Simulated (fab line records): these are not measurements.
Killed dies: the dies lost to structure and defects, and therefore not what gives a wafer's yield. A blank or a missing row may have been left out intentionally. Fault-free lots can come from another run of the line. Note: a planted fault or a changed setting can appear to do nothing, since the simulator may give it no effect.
A lot that was struck, set against a sound lot + flow sky130 + 15 out of 708 route steps
Sound: these wafers, L826.4, L826.5, L826.6. Struck: wafer L838.2 (left out: L838.3, L838.6 of the same lot, which were not struck); the cause appears at the end.
Each step with rows lists, per side, the tool, then ch with its chambers, then its first start. Under that, the readings that differ: sound wafers + struck wafers + difference of the means + sigmas: that difference in standard deviations of wafers without a fault.
alike: words and numbers the same on both sides, and readings whose means are apart by under 2 such deviations; not compared: readings that were withheld, readings missing a value for some wafer, numbers with overlapping values and no deviation given by the record, and bounds like >300 which may hide the same value.
Wherever a step has rows on one side only, a row that says differs or no value, or a row with sigmas, the two part there. Numbers that have no deviation but don't overlap get no sigmas and don't part them. Lack of a reading on every wafer of one side parts them only where that side has two or more wafers.

first, 1 step without rows for these wafers: SKY_SONOS_TUNNEL_STRIP_11 (strips in SPM, time 600 s).
SKY_SONOS_TUNNEL_TW_MEAS_12:
  struck on film_metro-01, day 17 21:27; sound on film_metro-01, day 13 10:25
  alike: SONOS_TUNNEL_TW
then, 2 steps without rows for these wafers: SKY_SONOS_TUNNEL_CLEAN_13 (cleans in dHF, time 20 s); SKY_SONOS_ONO_OXIDATION_00 (stabilise 600 s, purge 300 s, target thk 2.6 nm).
SKY_SONOS_ONO_THK_MEAS_01:
  struck on film_metro-04, day 18 00:28; sound on film_metro-02, day 13 12:55
  alike: SONOS_ONO_OXIDATION_THK
then, 1 step without rows for these wafers: SKY_SONOS_ONO_CVD_02 (deposits Si3N4 from DCS/NH3, target thk 10.5 nm, time 180 s).
SKY_SONOS_ONO_THK_MEAS_03:
  struck on film_metro-03, day 18 01:35; sound on film_metro-02, day 13 14:02
  alike: SONOS_ONO_CVD_02_THK
then, 1 step without rows for these wafers: SKY_SONOS_ONO_CVD_04 (deposits SiO2 from SiH4/N2O, target thk 5.7199 nm).
SKY_SONOS_ONO_THK_MEAS_05:
  struck on film_metro-02, day 18 02:53; sound on film_metro-04, day 13 15:20
  alike: SONOS_ONO_CVD_04_THK
then, 3 steps without rows for these wafers: SKY_SONOS_ONO_DEHYDRATE_06 (time 60 s); SKY_SONOS_ONO_HMDS_07 (prime time 60 s); SKY_SONOS_ONO_COAT_08 (resist thk 1140 nm).
SKY_SONOS_ONO_SOFTBAKE_09: time 60 s.
  sound on litho_track-04 ch 0, day 14 04:02; struck on litho_track-04 ch 0, day 18 18:44
| reading                  | sound             | struck | difference | sigmas |
|--------------------------|-------------------|--------|------------|--------|
| heater_power_total_W (W) | 56.58 56.58 56.66 | 57.33  | +0.72      | +15    |
| run_length_s (s)         | 88.97 89.10 89.10 | 87.01  | -2.05      | -8     |
  alike: exhaust_pa
  not compared: plate_temp_C
then, 1 step without rows for these wafers: SKY_SONOS_ONO_EXPOSE_10 (exposes mask ONOM, target cd 410 nm).
-- here the record skips 32 days between the struck wafers' starts before and after, leaving off in module SONOS_ONO and picking up in module PAD_OPEN (first step shown: number 708 of the route) --
SKY_PAD_OPEN_PROBE_99:
  struck on prober-02, day 50 09:19; sound on prober-01, day 47 06:23
| reading             | sound    | struck | difference | sigmas |
|---------------------|----------|--------|------------|--------|
| killed_at_front_end | 9 18 15  | 23     | +9         | +2     |
| killed_dies         | 80 79 76 | 99     | +21        | +2     |
  alike: killed_at_M0_to_M3, killed_at_M4_up, killed_at_contacts, killed_at_other, killed_open, killed_short

## WHERE THEY PART
Last at SKY_PAD_OPEN_PROBE_99 as far as this record goes, first at SKY_SONOS_ONO_SOFTBAKE_09.

WHY: whatever the simulator had introduced
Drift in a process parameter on litho_track-04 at SKY_SONOS_ONO_SOFTBAKE_09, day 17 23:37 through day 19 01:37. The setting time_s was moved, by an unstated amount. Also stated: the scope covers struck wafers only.
